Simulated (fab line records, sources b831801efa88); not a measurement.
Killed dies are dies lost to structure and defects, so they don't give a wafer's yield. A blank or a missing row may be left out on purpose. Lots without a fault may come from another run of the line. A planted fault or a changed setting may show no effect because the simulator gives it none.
Chamber matching | flow sky130 | SKY_VIA3_CMP_24 on cmp-02: 4 sister chambers
The step polishes, stops on SiO2, t overpolish 20 s, target thk 0 nm. 4 wafers are shown with their chamber, then 7 later ones without.

WAFERS WITH THEIR CHAMBER
wafer  | chamber | motor_current_A (A)
L700.5 | 2       | 12.6
L715.6 | 1       | 11.9
L716.2 | 3       | 13.1
L716.5 | 0       | 11.6

WAFERS WITHOUT THEIR CHAMBER
wafer  | motor_current_A (A)
L716.6 | 12.8
L719.1 | 12.3
L719.3 | 11.5
L719.5 | 12.2
L720.1 | 12.0
L720.2 | 11.0
L720.5 | 11.7

WHICH CHAMBER EACH WENT THROUGH
wafer  | from the rows above               | in truth
L716.6 | can't be placed: 2 or 3           | 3
L719.1 | can't be placed: 2 or 1 or 0 or 3 | 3
L719.3 | can't be placed: 0 or 1           | 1
L719.5 | can't be placed: 1 or 2 or 0      | 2
L720.1 | can't be placed: 1 or 0 or 2      | 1
L720.2 | can't be placed: 0 or 1           | 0
L720.5 | can't be placed: 0 or 1           | 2
Placed correctly: 0 of 7. Can't be placed from these rows: 7 (the true chamber is among the candidates in 6). Placed wrongly: 0.
How it was worked out, from the rows above alone: a wafer's distance from a chamber is the root of the sum, over the readings, of the square of ((its reading less the chamber's mean) divided by the reading's scatter). The wafer belongs to the nearest chamber; if the next one is less than 2 further off, it can't be placed. A chamber's mean is the mean of its shown wafers. The scatter: with one shown wafer a chamber, the root of the mean of the squares of how far each hidden wafer lies from its nearest shown one.
